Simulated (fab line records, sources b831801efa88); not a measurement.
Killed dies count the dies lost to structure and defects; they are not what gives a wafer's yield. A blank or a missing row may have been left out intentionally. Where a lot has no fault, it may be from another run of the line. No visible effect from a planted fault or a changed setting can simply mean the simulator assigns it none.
fab line records	flow sky130
record: lots: 7	wafers: 21	last-day: 51
route steps=708 shown VT_ADJUST_PCH@146 SONOS_TUNNEL@154 PAD_OPEN@708
lots untouched by any fault: they come from a run of this same line in which no faults occurred
start-h: the number of hours between the record's first day and the start of the first shown wafer of the lot	wait-h: time in hours since the lot's previous step	" same as the row above	L1.1+2: one row covering several wafers at once	- either no value or no given start	* or withheld: withheld	< > ~ a bound
route shown NAME@n: a module of which the file shows steps, and the number in the route of the first	usual: mean/standard deviation taken from wafers without a fault	same: alike in all rows	chamber/n: place in a boat	sites: the reading at each site	_std_site: the values' standard deviation	_edge_site: mean of outer sites minus mean of inner sites	radius-mm: how far each site lies from the wafer's centre	mask NAME#n: copy n	behind: the last tool/chamber to shape the wafer	hold: what put the lot on hold/how long, in hours/how the hold closed	device: the transistor (n, p or np) that didn't switch	end of line: the route-end tests of the same wafers	a step without rows: its recipe alone	killed: not the wafer's yield, but the dies lost to structure and defects at the first sort	map: per-die view of a wafer (x killed, . not killed, _ where there is no die)
set.NAME: the setting as run; set.NAME@STEP: as run at that earlier step	model.NAME: the simulator's own value behind a step, which no gauge read
lots at some steps of the route; a table a step, a row a wafer
services: when a tool's chamber went out of use (start-h, in hours from the record's first day, below 0 if earlier), for how many hours, and the reason
== steps ==
step: SKY_VT_ADJUST_PCH_SOFTBAKE_03
recipe: temp-c: 110	time-s: withheld
step: SKY_VT_ADJUST_PCH_EXPOSE_04
recipe: mask-id: NWM	na: 0.6	source-shape: conventional	sigma-outer: 0.6	polarization: unpolarized	target-cd-nm: 840	dose-mj: 255
step: SKY_VT_ADJUST_PCH_PEB_05
recipe: temp-c: 115	time-s: withheld
step: SKY_VT_ADJUST_PCH_DEVELOP_06
recipe: wall-angle-deg: 90	developer: TMAH	develop-time-s: 60	dev-temp-c: 23
step: SKY_VT_ADJUST_PCH_OVL_MEAS_07
usual: VT_ADJUST_PCH_OVL: -0.1/1.3
lot.wafer	tool	chamber	start-h	wait-h	VT_ADJUST_PCH_OVL[nm]
L829.3	overlay-02	-	250.50	-	0.0
L829.4	"	-	"	"	1.2
L829.5	"	-	"	"	-0.6
L830.2	overlay-02	-	255.45	-	-0.6
L830.4	"	-	"	"	1.6
L830.5	"	-	"	"	-0.8
L841.1	overlay-02	-	333.19	-	-0.5
L841.2	"	-	"	"	0.3
L841.3	"	-	"	"	0.2
L844.1	overlay-02	-	349.77	-	-0.2
L844.2	"	-	"	"	0.0
L844.5	"	-	"	"	-1.6
L845.1	overlay-02	-	356.99	-	-2.4
L845.4	"	-	"	"	-2.6
L845.6	"	-	"	"	-2.1
L846.2	overlay-01	-	363.69	-	2.2
L846.3	"	-	"	"	1.2
L846.6	"	-	"	"	2.0
L852.1	overlay-02	-	405.29	-	0.9
L852.2	"	-	"	"	1.8
L852.3	"	-	"	"	0.9
step: SKY_VT_ADJUST_PCH_IMPLANT_08
recipe: species: B	energy-kev: 10	dose-cm2: 5e+11	tilt-deg: withheld
step: SKY_VT_ADJUST_PCH_STRIP_09
recipe: chemistry: O2/N2	power-w: 1400	pressure-mtorr: 1500	platen-temp-c: withheld	o2-flow-sccm: 3000	n2-flow-sccm: 300	overash-fraction: 0.5
usual: drypump-motor-current-A: 5.4/0.31	oes-product-au: 0.723/0.0048	strip-time-to-endpoint-s: 36.97/0.11
lot.wafer	tool	chamber	start-h	wait-h	drypump-motor-current-A	oes-product-au	rf-hours-counter-h	strip-time-to-endpoint-s
L829.3	plasma-asher-04	1	250.71	0.1	5.9	0.721	-	36.94
L829.4	"	0	"	"	5.9	0.720	-	36.96
L829.5	"	1	"	"	5.8	0.720	-	37.04
L830.2	plasma-asher-01	0	255.63	0.1	5.2	0.732	13	37.05
L830.4	"	1	"	"	5.3	0.709	-	37.00
L830.5	"	0	"	"	5.1	0.723	-	37.09
L841.1	plasma-asher-01	1	333.38	0.1	5.3	0.711	21	36.90
L841.2	"	0	"	"	5.1	0.730	21	37.06
L841.3	"	1	"	"	5.3	0.723	-	37.05
L844.1	plasma-asher-04	1	349.95	0.1	5.8	0.716	63	37.02
L844.2	"	0	"	"	5.9	0.721	63	37.07
L844.5	"	1	"	"	5.8	0.723	-	37.01
L845.1	plasma-asher-03	0	357.18	0.1	5.3	0.717	56	36.95
L845.4	"	0	"	"	5.3	0.723	-	36.81
L845.6	"	0	"	"	5.3	0.732	-	36.91
L846.2	plasma-asher-01	0	363.87	0.1	5.1	0.716	22	37.03
L846.3	"	0	"	"	5.1	0.721	-	36.93
L846.6	"	1	"	"	5.3	0.721	-	36.96
L852.1	plasma-asher-01	1	405.48	0.1	5.3	0.725	27	36.83
L852.2	"	0	"	"	5.1	0.720	27	36.76
L852.3	"	1	"	"	5.3	0.723	-	36.73
step: SKY_VT_ADJUST_PCH_TW_MEAS_10
usual: VT_ADJUST_PCH_TW: 141.2/1.2
lot.wafer	tool	chamber	start-h	wait-h	VT_ADJUST_PCH_TW
L829.3	film-metro-02	-	250.80	0.1	140.5
L829.4	"	-	"	"	140.1
L829.5	"	-	"	"	140.3
L830.2	film-metro-04	-	255.74	0.1	142.2
L830.4	"	-	"	"	142.9
L830.5	"	-	"	"	142.4
L841.1	film-metro-04	-	333.48	0.1	143.0
L841.2	"	-	"	"	142.5
L841.3	"	-	"	"	143.1
L844.1	film-metro-04	-	350.05	0.1	143.7
L844.2	"	-	"	"	144.1
L844.5	"	-	"	"	143.4
L845.1	film-metro-03	-	357.28	0.1	141.6
L845.4	"	-	"	"	142.2
L845.6	"	-	"	"	141.4
L846.2	film-metro-02	-	363.98	0.1	140.4
L846.3	"	-	"	"	141.4
L846.6	"	-	"	"	140.0
L852.1	film-metro-04	-	405.58	0.1	142.2
L852.2	"	-	"	"	143.0
L852.3	"	-	"	"	143.0
step: SKY_SONOS_TUNNEL_DEHYDRATE_00
recipe: temp-c: 200	time-s: 60
step: SKY_SONOS_TUNNEL_HMDS_01
recipe: prime-time-s: 60	prime-temp-c: 120
step: SKY_SONOS_TUNNEL_COAT_02
recipe: resist: NOVOLAK	spin-rpm: 3000	resist-thk-nm: 1140
step: SKY_SONOS_TUNNEL_SOFTBAKE_03
recipe: temp-c: 90	time-s: 60	resist: NOVOLAK
step: SKY_SONOS_TUNNEL_EXPOSE_04
recipe: mask-id: TUNM	na: 0.6	source-shape: conventional	sigma-outer: 0.6	polarization: unpolarized	target-cd-nm: 410	dose-mj: 136
usual: exposure-dose-mJ-cm2: 136.02/0.13
lot.wafer	tool	chamber	start-h	wait-h	mask	exposure-dose-mJ-cm2
L829.3	iline-stepper-02	0	262.25	-	TUNM#0	136.18
L829.4	"	0	"	"	TUNM#0	136.05
L829.5	"	0	"	"	TUNM#0	136.08
L830.2	iline-stepper-01	0	267.13	-	TUNM#0	136.15
L830.4	"	0	"	"	TUNM#0	136.11
L830.5	"	0	"	"	TUNM#0	136.13
L841.1	iline-stepper-01	0	345.54	-	TUNM#0	136.05
L841.2	"	0	"	"	TUNM#0	135.99
L841.3	"	0	"	"	TUNM#0	136.09
L844.1	iline-stepper-01	0	363.16	-	TUNM#0	133.38
L844.2	"	0	"	"	TUNM#0	133.22
L844.5	"	0	"	"	TUNM#0	133.22
L845.1	iline-stepper-01	0	370.54	-	TUNM#0	133.35
L845.4	"	0	"	"	TUNM#0	133.32
L845.6	"	0	"	"	TUNM#0	133.21
L846.2	iline-stepper-01	0	376.81	-	TUNM#0	133.87
L846.3	"	0	"	"	TUNM#0	133.71
L846.6	"	0	"	"	TUNM#0	133.87
L852.1	iline-stepper-02	0	420.34	-	TUNM#0	136.14
L852.2	"	0	"	"	TUNM#0	135.83
L852.3	"	0	"	"	TUNM#0	136.04
step: SKY_SONOS_TUNNEL_PEB_05
recipe: temp-c: withheld	time-s: *	resist: NOVOLAK
step: SKY_PAD_OPEN_PROBE_99
usual: killed_at_M0_to_M3: 42/6.7	killed_at_M4_up: 3.0/1.9	killed-at-contacts: 24/5.3	killed-at-front-end: 16/4.3	killed-at-other: 0.4/0.71	killed-dies: 85/9.6	killed-open: 46/6.5	killed-short: 39/6.7
same: gross-dies: 492	killed-at-back-side: 0
lot.wafer	tool	chamber	start-h	wait-h	killed_at_M0_to_M3	killed_at_M4_up	killed-at-contacts	killed-at-front-end	killed-at-other	killed-dies	killed-open	killed-short
L829.3	prober-02	-	1098.15	0.2	51	3	29	19	3	105	60	42
L829.4	prober-02	-	1098.20	0.2	46	2	28	20	0	96	55	41
L829.5	prober-02	-	1098.25	0.2	51	2	21	11	3	88	48	37
L830.2	prober-01	-	1106.09	0.1	39	2	24	12	1	78	45	33
L830.4	prober-01	-	1106.19	0.2	34	9	22	18	0	83	52	31
L830.5	prober-01	-	1106.24	0.2	44	3	28	17	1	93	44	49
L841.1	prober-02	-	1170.45	0.1	47	2	21	10	2	82	44	37
L841.2	prober-02	-	1170.50	0.1	39	3	26	13	2	83	48	33
L841.3	prober-02	-	1170.55	0.2	46	3	12	20	3	84	47	34
L845.1	prober-02	-	1183.50	0.1	40	1	24	15	0	80	50	30
L845.4	prober-02	-	1183.65	0.2	45	4	23	12	0	84	40	44
L845.6	prober-02	-	1183.75	0.2	33	5	25	13	1	77	49	28
L846.2	prober-01	-	1185.73	0.1	42	6	29	19	0	96	48	48
L846.3	prober-01	-	1185.78	0.2	47	5	34	19	0	105	59	46
L846.6	prober-01	-	1185.93	0.2	47	8	24	30	0	109	51	58
L852.1	prober-01	-	1217.01	0.1	43	2	23	19	0	87	43	44
L852.2	prober-01	-	1217.06	0.1	48	3	26	14	1	92	49	40
L852.3	prober-01	-	1217.11	0.2	38	3	15	19	1	76	42	34
killed by level:class
L829.3 VIA1:geometric-particle:open=14 CONTACT:geometric-particle:open=11 VIA3:geometric-particle:open=9 VIA2:geometric-particle:open=7 FIELD_ISO:geometric-particle:short=6 LI_CONTACT:geometric-particle:open=6 CONTACT:geometric-particle:short=6 METAL2:geometric-particle:short=6
L829.4 VIA1:geometric-particle:open=17 CONTACT:geometric-particle:open=13 VIA1:geometric-particle:short=9 FIELD_ISO:geometric-particle:open=5 CONTACT:geometric-particle:short=5 FIELD_ISO:geometric-particle:short=4 POLY_GATE:geometric-particle:short=4 POLY_GATE:geometric-particle:open=4
L829.5 VIA1:geometric-particle:open=11 CONTACT:geometric-particle:open=9 METAL2:geometric-particle:short=8 VIA3:geometric-particle:open=7 VIA2:geometric-particle:open=6 FIELD_ISO:geometric-particle:open=5 METAL1:geometric-particle:short=5 VIA1:geometric-particle:short=5
L830.2 VIA1:geometric-particle:open=13 LI_CONTACT:geometric-particle:open=6 CONTACT:geometric-particle:open=5 METAL3:geometric-particle:short=5 VIA3:geometric-particle:open=5 POLY_GATE:geometric-particle:short=4 LI_CONTACT:geometric-particle:short=4 CONTACT:geometric-particle:short=4
L830.4 FIELD_ISO:geometric-particle:open=8 METAL4:geometric-particle:short=8 LI_CONTACT:geometric-particle:open=8 VIA3:geometric-particle:open=8 VIA1:geometric-particle:open=8 POLY_GATE:geometric-particle:open=6 CONTACT:geometric-particle:open=6 METAL1:geometric-particle:short=5
L830.5 VIA2:geometric-particle:open=7 LOCAL_INTERCONNECT:geometric-particle:short=7 CONTACT:geometric-particle:open=7 VIA1:geometric-particle:open=7 METAL1:geometric-particle:short=6 LI_CONTACT:geometric-particle:open=5 VIA3:geometric-particle:open=5 VIA3:geometric-particle:short=5
L841.1 CONTACT:geometric-particle:open=14 VIA2:geometric-particle:open=10 VIA1:geometric-particle:open=8 METAL1:geometric-particle:short=8 METAL2:geometric-particle:short=5 VIA3:geometric-particle:short=5 CONTACT:geometric-particle:short=4 VIA2:geometric-particle:short=3
L841.2 CONTACT:geometric-particle:open=10 LI_CONTACT:geometric-particle:open=8 POLY_GATE:geometric-particle:open=7 VIA1:geometric-particle:open=7 VIA2:geometric-particle:short=6 METAL2:geometric-particle:short=5 LOCAL_INTERCONNECT:geometric-particle:short=4 VIA2:geometric-particle:open=4
L841.3 VIA2:geometric-particle:open=8 POLY_GATE:geometric-particle:open=7 METAL3:geometric-particle:short=6 VIA3:geometric-particle:open=6 VIA1:geometric-particle:open=5 FIELD_ISO:geometric-particle:short=4 POLY_GATE:geometric-particle:short=4 METAL2:geometric-particle:open=4
L845.1 VIA1:geometric-particle:open=14 CONTACT:geometric-particle:open=9 VIA2:geometric-particle:open=5 FIELD_ISO:geometric-particle:open=4 LI_CONTACT:geometric-particle:open=4 LOCAL_INTERCONNECT:geometric-particle:short=4 VIA1:geometric-particle:short=4 FIELD_ISO:geometric-particle:short=3
L845.4 VIA1:geometric-particle:open=9 LOCAL_INTERCONNECT:geometric-particle:short=7 METAL1:geometric-particle:short=7 LI_CONTACT:geometric-particle:open=6 VIA3:geometric-particle:open=6 CONTACT:geometric-particle:open=5 VIA2:geometric-particle:open=5 FIELD_ISO:geometric-particle:open=4
L845.6 VIA1:geometric-particle:open=12 CONTACT:geometric-particle:open=10 VIA3:geometric-particle:open=8 FIELD_ISO:geometric-particle:open=6 LOCAL_INTERCONNECT:geometric-particle:short=5 CONTACT:geometric-particle:short=3 LI_CONTACT:geometric-particle:short=3 METAL2:geometric-particle:open=3
L846.2 CONTACT:geometric-particle:open=13 VIA1:geometric-particle:open=10 CONTACT:geometric-particle:short=7 FIELD_ISO:geometric-particle:short=6 VIA1:geometric-particle:short=6 VIA3:geometric-particle:open=6 FIELD_ISO:geometric-particle:open=5 METAL2:geometric-particle:short=5
L846.3 CONTACT:geometric-particle:open=17 VIA1:geometric-particle:open=10 VIA2:geometric-particle:open=10 CONTACT:geometric-particle:short=8 FIELD_ISO:geometric-particle:short=6 LOCAL_INTERCONNECT:geometric-particle:short=6 FIELD_ISO:geometric-particle:open=5 METAL1:geometric-particle:short=5
L846.6 VIA1:geometric-particle:open=13 FIELD_ISO:geometric-particle:open=9 POLY_GATE:geometric-particle:short=7 CONTACT:geometric-particle:open=7 METAL4:geometric-particle:short=7 CONTACT:geometric-particle:short=6 METAL1:geometric-particle:short=6 POLY_GATE:geometric-particle:open=5
L852.1 VIA1:geometric-particle:open=10 METAL1:geometric-particle:short=7 CONTACT:geometric-particle:short=7 FIELD_ISO:geometric-particle:short=6 FIELD_ISO:geometric-particle:open=6 LI_CONTACT:geometric-particle:open=5 CONTACT:geometric-particle:open=5 VIA3:geometric-particle:open=5
L852.2 CONTACT:geometric-particle:open=14 VIA1:geometric-particle:open=10 VIA1:geometric-particle:short=6 VIA3:geometric-particle:open=6 VIA2:geometric-particle:open=5 FIELD_ISO:geometric-particle:open=4 LOCAL_INTERCONNECT:geometric-particle:short=4 CONTACT:geometric-particle:short=4
L852.3 VIA1:geometric-particle:open=9 CONTACT:geometric-particle:open=6 CONTACT:geometric-particle:short=6 VIA3:geometric-particle:open=6 FIELD_ISO:geometric-particle:open=5 POLY_GATE:geometric-particle:open=5 METAL2:geometric-particle:short=5 VIA1:geometric-particle:short=4
== services ==
tool	chamber	start-h	hours	kind
iline-stepper-01	-	226.79	1.7	pm
plasma-asher-04	-	300.06	2.8	pm
plasma-asher-01	-	346.35	14.6	pm
iline-stepper-02	0	350.52	-	calibration
iline-stepper-02	-	351.06	1.7	pm
plasma-asher-03	-	378.53	2.8	pm
plasma-asher-03	-	382.55	1.6	repair
iline-stepper-01	0	399.83	-	calibration
plasma-asher-03	-	419.40	2.6	repair
== key ==
first-sign: step: SKY_SONOS_TUNNEL_EXPOSE_04	reading: exposure-dose-mJ-cm2	direction: down	sigmas: 20	usual: *	struck: *
effect none on later readings
met-at SKY_SONOS_TUNNEL_EXPOSE_04
struck-wafers L844.1,L844.2,L844.5,L845.1,L845.4,L845.6,L846.2,L846.3,L846.6
tester-left-out L844,L845,L846
loop-trim: step: SKY_SONOS_TUNNEL_EXPOSE_04	setting: dose	lots: L846
onset-between 345.54 363.16
fault: kind: process-parameter-drift	tool: iline-stepper-01	chamber: -	onset-h: 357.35	steps: SKY_SONOS_TUNNEL_EXPOSE_04	channel: dose-mj	offset: -2.7563	shape: step	acts-in: these-recipes-only	stated: 136
tester-left-out: of these lots the tester's yield and bins aren't shown, on N5 and GAA mostly nor the transistor test; their killed dies are dies lost to structure and defects alone, not to doping, threshold or leakage, so they don't give the yield
loop-trim: a control loop set the setting to another value than it would have without faults
